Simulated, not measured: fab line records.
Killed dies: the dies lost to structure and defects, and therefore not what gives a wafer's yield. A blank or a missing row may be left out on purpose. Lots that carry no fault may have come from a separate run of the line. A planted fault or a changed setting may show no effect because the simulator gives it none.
Which tool is to blame? ; flow sky130 ; 6 lots, 17 wafers sampled, at 2 steps of a route of 708

== WHAT EACH GAUGE READ, for each wafer ==
SKY_SD_N_CD_MEAS_07 targets a cd of 380 nm.
lot;measured;on;cd_nm (nm)
L745;day 28 06:17;cd_sem-02;381.8 383.0 383.3
L747;day 29 04:44;cd_sem-02;381.8 381.9 381.1
L750;day 30 06:44;cd_sem-02;382.0 382.9 385.3
L752;day 30 19:31;cd_sem-02;379.4 379.7 381.1
L761;day 33 19:40;cd_sem-02;226.8 379.3
L765;day 35 04:42;cd_sem-02;382.5 382.2 383.1

== TOOL THAT RAN EACH LOT (tool first, then ch and the chambers of the sampled wafers, then the start) ==
lot;SKY_SD_N_DEVELOP_06
L745;litho_track-04 ch 0, day 28 06:08
L747;litho_track-03 ch 0, day 29 04:37
L750;litho_track-03 ch 0, day 30 06:32
L752;litho_track-04 ch 0, day 30 19:22
L761;litho_track-04 ch 0, day 33 19:31
L765;litho_track-03 ch 0, day 35 04:34
- SKY_SD_N_DEVELOP_06: develop time 60 s.

== THE ANSWER, worked out from the rows above alone ==
Rule: the usual values come from the lots themselves. Put in order of their means at a reading, lots are off if they are a third of the lots or fewer, leave a main group of 4 or more, and stand apart from it by a gap of 3 or more times the standard deviation of the main group's means; of several such gaps the widest counts. Not used: any main group whose means are identical at the precision the tables above print for the reading. A lot without any number at a reading at which 4 lots or more have one is off too. All remaining lots with rows at the step are treated as sound.
Off: L761 (SKY_SD_N_CD_MEAS_07, cd_nm). The main group has a mean of 382.1 nm with a standard deviation of 1.2.
A tool fits if, at a process step before that reading, it ran every lot that is off, and no sound lot after the first of them. The gauges at SKY_SD_N_CD_MEAS_07 are tried like those tools. One candidate fits, namely litho_track-04 at SKY_SD_N_DEVELOP_06. Its last sound lot is L752 (day 30 19:22), its first lot that is off L761 (day 33 19:31): a fault that began between those two fits.

== WHAT WAS PUT IN BY THE SIMULATOR ==
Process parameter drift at SKY_SD_N_DEVELOP_06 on litho_track-04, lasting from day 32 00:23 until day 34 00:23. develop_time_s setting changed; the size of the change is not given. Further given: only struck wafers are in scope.
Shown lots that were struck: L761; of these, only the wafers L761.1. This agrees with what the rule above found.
